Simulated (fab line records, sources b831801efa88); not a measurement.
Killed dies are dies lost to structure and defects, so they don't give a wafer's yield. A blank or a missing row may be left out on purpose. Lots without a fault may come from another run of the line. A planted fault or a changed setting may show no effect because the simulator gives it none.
Which tool did it? | flow sky130 | 13 lots, 39 wafers sampled, at 4 steps of a route of 708

WHAT THE GAUGES READ, wafer by wafer
SKY_LDD_LDN_TW_MEAS_13. Usual: LDD_LDN_TW 1485, standard deviation 7.5.
lot  | measured     | on            | LDD_LDN_TW     | flag
L956 | day 22 18:49 | film_metro-02 | 1481 1469 1479 |
L958 | day 23 18:38 | film_metro-04 | 1485 1475 1476 |
L959 | day 23 22:35 | film_metro-04 | 1475 1480 1478 |
L960 | day 24 03:40 | film_metro-04 | 1485 1489 1488 |
L961 | day 25 03:35 | film_metro-04 | 1490 1484 1487 |
L964 | day 26 08:23 | film_metro-01 | 1492 1489 1479 |
L965 | day 26 10:16 | film_metro-02 | 1481 1482 1482 |
L966 | day 26 11:58 | film_metro-02 | 1487 1486 1487 |
L967 | day 26 19:17 | film_metro-01 | 1482 1475 1484 |
L968 | day 27 10:10 | film_metro-02 | 1495 1484 1492 |
L976 | day 30 11:47 | film_metro-04 | 1488 1490 1488 |
L978 | day 31 07:05 | film_metro-04 | 1493 1476 1483 |
L979 | day 31 11:52 | film_metro-04 | 1481 1482 1481 |

SKY_POLY_CUT_CD_MEAS_08: target cd 270 nm. Usual: cd_nm 269.9 nm, standard deviation 1.6.
lot  | measured     | on        | cd_nm (nm)        | flag
L956 | day 24 04:17 | cd_sem-02 | 270.7 269.9 271.1 |
L958 | day 25 01:38 | cd_sem-01 | 268.7 268.5 267.9 |
L959 | day 25 07:21 | cd_sem-01 | 269.8 269.5 269.9 |
L960 | day 25 11:44 | cd_sem-01 | 272.0 275.0 274.9 |
L961 | day 26 10:54 | cd_sem-02 | 271.4 271.5 270.5 |
L964 | day 27 14:22 | cd_sem-02 | 270.8 269.9 271.0 |
L965 | day 27 16:47 | cd_sem-02 | 268.8 269.6 270.4 |
L966 | day 27 19:13 | cd_sem-01 | 273.2 272.4 272.0 |
L967 | day 28 02:17 | cd_sem-01 | 269.2 269.7 270.7 |
L968 | day 28 17:20 | cd_sem-01 | 268.2 267.3 267.4 |
L976 | day 31 18:09 | cd_sem-01 | 271.1 268.7 271.3 |
L978 | day 32 13:06 | cd_sem-02 | 270.6 271.4 270.0 |
L979 | day 32 18:10 | cd_sem-01 | 271.7 271.9 271.3 |

SKY_SD_N_OVL_MEAS_08. Usual: SD_N_OVL 0.3 nm, standard deviation 1.3.
lot  | measured     | on         | SD_N_OVL (nm)     | flag
L956 | day 27 20:19 | overlay-02 | -1.3 -1.8 -1.4    |
L958 | day 28 16:13 | overlay-02 | -2.7 -0.9 0.5     |
L959 | day 28 23:19 | overlay-01 | -0.3 -0.2 0.5     |
L960 | day 29 03:16 | overlay-01 | 1.4 2.8 2.4       |
L961 | day 30 00:25 | overlay-01 | -91.2 -88.8 -90.1 | OFF
L964 | day 31 01:43 | overlay-02 | 0.2 2.2 -0.2      |
L965 | day 31 04:24 | overlay-01 | -88.5 -90.3 -90.2 | OFF
L966 | day 31 07:45 | overlay-01 | -91.0 -90.5 -90.5 | OFF
L967 | day 31 14:16 | overlay-02 | 1.5 -0.7 1.3      |
L968 | day 32 03:52 | overlay-01 | -91.4 -90.5 -88.3 | OFF
L976 | day 35 03:19 | overlay-02 | -2.5 0.0 0.0      |
L978 | day 35 22:40 | overlay-01 | 1.7 2.6 1.1       |
L979 | day 36 03:31 | overlay-01 | 1.6 -0.3 2.3      |

WHICH TOOL RAN EACH LOT (tool, then ch and the chambers of the sampled wafers, then the start)
lot  | SKY_SD_N_EXPOSE_04
L956 | iline_stepper-01 ch 0, day 27 06:34
L958 | iline_stepper-01 ch 0, day 28 00:15
L959 | iline_stepper-02 ch 0, day 28 07:56
L960 | iline_stepper-01 ch 0, day 28 14:26
L961 | iline_stepper-01 ch 0, day 29 09:08
L964 | iline_stepper-02 ch 0, day 30 11:40
L965 | iline_stepper-01 ch 0, day 30 13:43
L966 | iline_stepper-01 ch 0, day 30 16:20
L967 | iline_stepper-02 ch 0, day 31 01:29
L968 | iline_stepper-01 ch 0, day 31 14:04
L976 | iline_stepper-02 ch 0, day 34 15:05
L978 | iline_stepper-02 ch 0, day 35 07:33
L979 | iline_stepper-02 ch 0, day 35 13:06
- SKY_SD_N_EXPOSE_04: exposes mask NSDM, target cd 380 nm.

WHAT THE TOOLS THEMSELVES READ (means of the sampled wafers that have a number; where no wafer has one, the mark that the record gives instead)
SKY_SD_N_EXPOSE_04. Usual: focus_offset_nm -0.1 nm, standard deviation 0.55.
lot  | tool             | focus_offset_nm (nm) | flag
L956 | iline_stepper-01 | -0.6                 |
L958 | iline_stepper-01 | -0.1                 |
L959 | iline_stepper-02 | -0.4                 |
L960 | iline_stepper-01 | -0.8                 |
L961 | iline_stepper-01 | -1.0                 |
L964 | iline_stepper-02 | 0.5                  |
L965 | iline_stepper-01 | -0.7                 |
L966 | iline_stepper-01 | 0.3                  |
L967 | iline_stepper-02 | -0.1                 |
L968 | iline_stepper-01 | 0.3                  |
L976 | iline_stepper-02 | -0.2                 |
L978 | iline_stepper-02 | 0.0                  |
L979 | iline_stepper-02 | 0.3                  |

THE ANSWER, worked out from the rows above alone
Rule: a lot is off if the mean of its wafers that have a number lies more than 3 standard deviations from the usual mean. A lot without any number at a reading at which 4 lots or more have one is off too. The other lots that the step has rows for count as sound. The gauges are gone through in route order, then the tools' own readings, and for those a lot's mean is taken as printed above. The first step at which some lot is off is used, and at that step the reading that is off furthest; a lot without a number counts as furthest.
Off: L961, L965, L966, L968, at SKY_SD_N_OVL_MEAS_08 (SD_N_OVL).
A tool fits if, at a process step before that reading, it ran every lot that is off, and no sound lot after the first of them. The gauges at SKY_SD_N_OVL_MEAS_08 are tried like those tools. One fits: iline_stepper-01 at SKY_SD_N_EXPOSE_04. Its last sound lot is L960 (day 28 14:26), its first lot that is off L961 (day 29 09:08): a fault that began between those two fits.

WHAT THE SIMULATOR HAD PUT IN
Scanner matching overlay: iline_stepper-01, from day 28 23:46 on, at SKY_SD_N_EXPOSE_04. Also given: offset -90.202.
Lots struck among those shown: L961, L965, L966, L968. The rule above found the same.
